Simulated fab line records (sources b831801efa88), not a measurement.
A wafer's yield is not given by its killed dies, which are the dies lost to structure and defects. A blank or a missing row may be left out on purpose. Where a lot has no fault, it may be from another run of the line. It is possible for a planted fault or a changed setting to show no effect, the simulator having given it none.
Which of the tools did it? || flow gf180mcu || 12 lots with 36 wafers sampled at 4 steps, on a route of 602 steps

== WHAT THE GAUGES SHOWED, per wafer ==
GF_NWELL_OVL_MEAS_07. Usual: for NWELL_OVL the level is 0.1 nm and the standard deviation is 1.5.
{"lot": "L771", "measured": "day 3 20:26", "on": "overlay-01", "NWELL_OVL (nm)": "0.9 -1.6 -0.4", "flag": ""}
{"lot": "L773", "measured": "day 4 05:53", "on": "overlay-01", "NWELL_OVL (nm)": "-0.7 0.8 0.4", "flag": ""}
{"lot": "L774", "measured": "day 4 13:40", "on": "overlay-01", "NWELL_OVL (nm)": "-1.0 -0.4 -0.1", "flag": ""}
{"lot": "L777", "measured": "day 5 02:13", "on": "overlay-01", "NWELL_OVL (nm)": "-0.1 -1.2 1.2", "flag": ""}
{"lot": "L778", "measured": "day 5 10:05", "on": "overlay-01", "NWELL_OVL (nm)": "1.8 2.3 3.9", "flag": ""}
{"lot": "L779", "measured": "day 5 13:43", "on": "overlay-01", "NWELL_OVL (nm)": "1.6 2.6 1.3", "flag": ""}
{"lot": "L780", "measured": "day 5 17:31", "on": "overlay-01", "NWELL_OVL (nm)": "-3.2 -1.0 -1.8", "flag": ""}
{"lot": "L783", "measured": "day 6 11:43", "on": "overlay-01", "NWELL_OVL (nm)": "-1.0 0.8 -0.1", "flag": ""}
{"lot": "L789", "measured": "day 7 21:34", "on": "overlay-01", "NWELL_OVL (nm)": "0.2 1.6 1.6", "flag": ""}
{"lot": "L790", "measured": "day 8 02:05", "on": "overlay-01", "NWELL_OVL (nm)": "0.5 1.0 0.9", "flag": ""}
{"lot": "L791", "measured": "day 8 07:46", "on": "overlay-01", "NWELL_OVL (nm)": "0.6 2.5 -0.3", "flag": ""}
{"lot": "L792", "measured": "day 8 13:36", "on": "overlay-01", "NWELL_OVL (nm)": "1.5 1.4 0.4", "flag": ""}

GF_VT_IMPLANT_TW_MEAS_10. Usual: for VT_IMPLANT_TW the level is 562 and the standard deviation is 4.1.
{"lot": "L771", "measured": "day 6 06:38", "on": "film_metro-02", "VT_IMPLANT_TW": "558 562 559", "flag": ""}
{"lot": "L773", "measured": "day 6 17:22", "on": "film_metro-02", "VT_IMPLANT_TW": "557 555 559", "flag": ""}
{"lot": "L774", "measured": "day 7 03:00", "on": "film_metro-04", "VT_IMPLANT_TW": "556 557 556", "flag": ""}
{"lot": "L777", "measured": "day 7 16:39", "on": "film_metro-02", "VT_IMPLANT_TW": "561 562 561", "flag": ""}
{"lot": "L778", "measured": "day 8 01:07", "on": "film_metro-04", "VT_IMPLANT_TW": "559 557 561", "flag": ""}
{"lot": "L779", "measured": "day 8 05:13", "on": "film_metro-04", "VT_IMPLANT_TW": "592 592 592", "flag": "OFF"}
{"lot": "L780", "measured": "day 8 09:42", "on": "film_metro-02", "VT_IMPLANT_TW": "563 560 565", "flag": ""}
{"lot": "L783", "measured": "day 9 06:49", "on": "film_metro-01", "VT_IMPLANT_TW": "601 601 601", "flag": "OFF"}
{"lot": "L789", "measured": "day 10 19:40", "on": "film_metro-02", "VT_IMPLANT_TW": "559 557 557", "flag": ""}
{"lot": "L790", "measured": "day 11 00:14", "on": "film_metro-04", "VT_IMPLANT_TW": "558 559 560", "flag": ""}
{"lot": "L791", "measured": "day 11 07:34", "on": "film_metro-04", "VT_IMPLANT_TW": "562 561 559", "flag": ""}
{"lot": "L792", "measured": "day 11 15:10", "on": "film_metro-04", "VT_IMPLANT_TW": "559 563 560", "flag": ""}

== EACH LOT AND THE TOOL THAT RAN IT (in order: tool; ch and the chambers of the sampled wafers; start) ==
{"lot": "L771", "GF_STI_ETCH_14": "rie_si-02 ch 0,3, day 2 12:55", "GF_VT_IMPLANT_IMPLANT_08": "implanter-01 ch 0, day 6 06:24"}
{"lot": "L773", "GF_STI_ETCH_14": "rie_si-02 ch 0,1,2, day 2 23:52", "GF_VT_IMPLANT_IMPLANT_08": "implanter-03 ch 0, day 6 17:08"}
{"lot": "L774", "GF_STI_ETCH_14": "rie_si-02 ch 0,1,2, day 3 06:02", "GF_VT_IMPLANT_IMPLANT_08": "implanter-01 ch 0, day 7 02:45"}
{"lot": "L777", "GF_STI_ETCH_14": "rie_si-01 ch 1,2, day 3 18:40", "GF_VT_IMPLANT_IMPLANT_08": "implanter-03 ch 0, day 7 16:24"}
{"lot": "L778", "GF_STI_ETCH_14": "rie_si-02 ch 1,2,3, day 4 00:32", "GF_VT_IMPLANT_IMPLANT_08": "implanter-01 ch 0, day 8 00:53"}
{"lot": "L779", "GF_STI_ETCH_14": "rie_si-02 ch 1,2, day 4 05:25", "GF_VT_IMPLANT_IMPLANT_08": "implanter-03 ch 0, day 8 04:58"}
{"lot": "L780", "GF_STI_ETCH_14": "rie_si-01 ch 2,3, day 4 10:01", "GF_VT_IMPLANT_IMPLANT_08": "implanter-02 ch 0, day 8 09:27"}
{"lot": "L783", "GF_STI_ETCH_14": "rie_si-01 ch 1,2,3, day 5 01:55", "GF_VT_IMPLANT_IMPLANT_08": "implanter-03 ch 0, day 9 06:34"}
{"lot": "L789", "GF_STI_ETCH_14": "rie_si-01 ch 0,2,3, day 6 09:37", "GF_VT_IMPLANT_IMPLANT_08": "implanter-02 ch 0, day 10 19:26"}
{"lot": "L790", "GF_STI_ETCH_14": "rie_si-01 ch 1,2, day 6 13:22", "GF_VT_IMPLANT_IMPLANT_08": "implanter-02 ch 0, day 11 00:01"}
{"lot": "L791", "GF_STI_ETCH_14": "rie_si-02 ch 0,1,3, day 6 18:47", "GF_VT_IMPLANT_IMPLANT_08": "implanter-01 ch 0, day 11 07:19"}
{"lot": "L792", "GF_STI_ETCH_14": "rie_si-02 ch 0,1,3, day 7 00:04", "GF_VT_IMPLANT_IMPLANT_08": "implanter-01 ch 0, day 11 14:57"}
- GF_STI_ETCH_14: etches Si in HBr/Cl2/O2, target depth 360 nm, time 102.9 s.
- GF_VT_IMPLANT_IMPLANT_08

== WHAT THE TOOLS THEMSELVES READ (means of the sampled wafers that have a number; where no wafer has one, the mark that the record gives instead) ==
GF_STI_ETCH_14. Usual: drypump_motor_current_A 5.8 A, standard deviation 0.44; oes_product_au 0.996 a.u., standard deviation 0.0075; throttle_valve_pct 25.660 %, standard deviation 0.0094.
{"lot": "L771", "tool": "rie_si-02", "drypump_motor_current_A (A)": 5.3, "oes_product_au (a.u.)": 0.991, "throttle_valve_pct (%)": 25.664, "flag": ""}
{"lot": "L773", "tool": "rie_si-02", "drypump_motor_current_A (A)": 5.8, "oes_product_au (a.u.)": 0.993, "throttle_valve_pct (%)": 25.660, "flag": ""}
{"lot": "L774", "tool": "rie_si-02", "drypump_motor_current_A (A)": 5.8, "oes_product_au (a.u.)": 0.998, "throttle_valve_pct (%)": 25.662, "flag": ""}
{"lot": "L777", "tool": "rie_si-01", "drypump_motor_current_A (A)": 5.7, "oes_product_au (a.u.)": 0.993, "throttle_valve_pct (%)": 25.659, "flag": ""}
{"lot": "L778", "tool": "rie_si-02", "drypump_motor_current_A (A)": 6.0, "oes_product_au (a.u.)": 0.988, "throttle_valve_pct (%)": 25.668, "flag": ""}
{"lot": "L779", "tool": "rie_si-02", "drypump_motor_current_A (A)": 5.9, "oes_product_au (a.u.)": 0.993, "throttle_valve_pct (%)": 25.665, "flag": ""}
{"lot": "L780", "tool": "rie_si-01", "drypump_motor_current_A (A)": 5.6, "oes_product_au (a.u.)": 0.995, "throttle_valve_pct (%)": 25.659, "flag": ""}
{"lot": "L783", "tool": "rie_si-01", "drypump_motor_current_A (A)": 5.8, "oes_product_au (a.u.)": 0.996, "throttle_valve_pct (%)": 25.654, "flag": ""}
{"lot": "L789", "tool": "rie_si-01", "drypump_motor_current_A (A)": 5.6, "oes_product_au (a.u.)": 0.994, "throttle_valve_pct (%)": 25.653, "flag": ""}
{"lot": "L790", "tool": "rie_si-01", "drypump_motor_current_A (A)": 5.7, "oes_product_au (a.u.)": 1.000, "throttle_valve_pct (%)": 25.655, "flag": ""}
{"lot": "L791", "tool": "rie_si-02", "drypump_motor_current_A (A)": 5.5, "oes_product_au (a.u.)": 0.998, "throttle_valve_pct (%)": 25.673, "flag": ""}
{"lot": "L792", "tool": "rie_si-02", "drypump_motor_current_A (A)": 5.5, "oes_product_au (a.u.)": 0.996, "throttle_valve_pct (%)": 25.661, "flag": ""}

GF_VT_IMPLANT_IMPLANT_08. Usual: dose_ions_cm2 8.291e+12, standard deviation 1e+10; end_station_pressure_torr 5e-06 Torr, standard deviation 2.6e-07; faraday_current_uA 46.8, standard deviation 0.85.
{"lot": "L771", "tool": "implanter-01", "dose_ions_cm2": 8.287e+12, "end_station_pressure_torr (Torr)": 5e-06, "faraday_current_uA": 46.7, "flag": ""}
{"lot": "L773", "tool": "implanter-03", "dose_ions_cm2": 8.300e+12, "end_station_pressure_torr (Torr)": 5e-06, "faraday_current_uA": 46.2, "flag": ""}
{"lot": "L774", "tool": "implanter-01", "dose_ions_cm2": 8.283e+12, "end_station_pressure_torr (Torr)": 5e-06, "faraday_current_uA": 47.3, "flag": ""}
{"lot": "L777", "tool": "implanter-03", "dose_ions_cm2": 8.303e+12, "end_station_pressure_torr (Torr)": 5e-06, "faraday_current_uA": 46.4, "flag": ""}
{"lot": "L778", "tool": "implanter-01", "dose_ions_cm2": 8.297e+12, "end_station_pressure_torr (Torr)": 5e-06, "faraday_current_uA": 47.0, "flag": ""}
{"lot": "L779", "tool": "implanter-03", "dose_ions_cm2": 9.909e+12, "end_station_pressure_torr (Torr)": 5e-06, "faraday_current_uA": 55.6, "flag": "OFF"}
{"lot": "L780", "tool": "implanter-02", "dose_ions_cm2": 8.294e+12, "end_station_pressure_torr (Torr)": 5e-06, "faraday_current_uA": 46.9, "flag": ""}
{"lot": "L783", "tool": "implanter-03", "dose_ions_cm2": 9.900e+12, "end_station_pressure_torr (Torr)": 5e-06, "faraday_current_uA": 56.1, "flag": "OFF"}
{"lot": "L789", "tool": "implanter-02", "dose_ions_cm2": 8.291e+12, "end_station_pressure_torr (Torr)": 5e-06, "faraday_current_uA": 46.8, "flag": ""}
{"lot": "L790", "tool": "implanter-02", "dose_ions_cm2": 8.289e+12, "end_station_pressure_torr (Torr)": 5e-06, "faraday_current_uA": 47.7, "flag": ""}
{"lot": "L791", "tool": "implanter-01", "dose_ions_cm2": 8.275e+12, "end_station_pressure_torr (Torr)": 5e-06, "faraday_current_uA": 47.3, "flag": ""}
{"lot": "L792", "tool": "implanter-01", "dose_ions_cm2": 8.302e+12, "end_station_pressure_torr (Torr)": 5e-06, "faraday_current_uA": 47.3, "flag": ""}

== THE ANSWER, worked out from the rows above alone ==
Rule: a lot is off if the mean of its wafers that have a number lies more than 3 standard deviations from the usual mean. Also off: a lot with no number at a reading for which 4 or more lots have one. Any other lot the step has rows for is counted as sound. After the gauges, taken in route order, come the tools' own readings; for these a lot's mean is taken, as printed above. At the first step where some lot is off, the reading lying furthest off is the one used; lots without a number count as furthest.
Off: L779, L783, seen at GF_VT_IMPLANT_TW_MEAS_10 (VT_IMPLANT_TW).
A tool fits if, at a process step before that reading, it ran every lot that is off, and no sound lot after the first of them. The gauges at GF_VT_IMPLANT_TW_MEAS_10 aren't tried: what is off there is off at GF_VT_IMPLANT_IMPLANT_08 too, on other tools, and a gauge's error can't cause that. One fits: GF_VT_IMPLANT_IMPLANT_08 on implanter-03. A fault onset in the window from L777 (day 7 16:24, its last sound lot) to L779 (day 8 04:58, its first lot off) fits.
The tool's own readings at GF_VT_IMPLANT_IMPLANT_08 bear it out: on the lots that are off they differ by more than 5 times the standard deviation of the sound lots' means. dose_ions_cm2 reads 9.904e+12 there against 8.292e+12 on the sound lots; faraday_current_uA reads 55.9 there against 47.0 on the sound lots.

== WHAT THE SIMULATOR HAD PUT IN ==
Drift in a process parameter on implanter-03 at GF_VT_IMPLANT_IMPLANT_08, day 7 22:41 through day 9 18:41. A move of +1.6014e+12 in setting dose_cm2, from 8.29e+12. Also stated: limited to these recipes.
Struck lots among those shown: L779, L783. Same finding as the rule above.
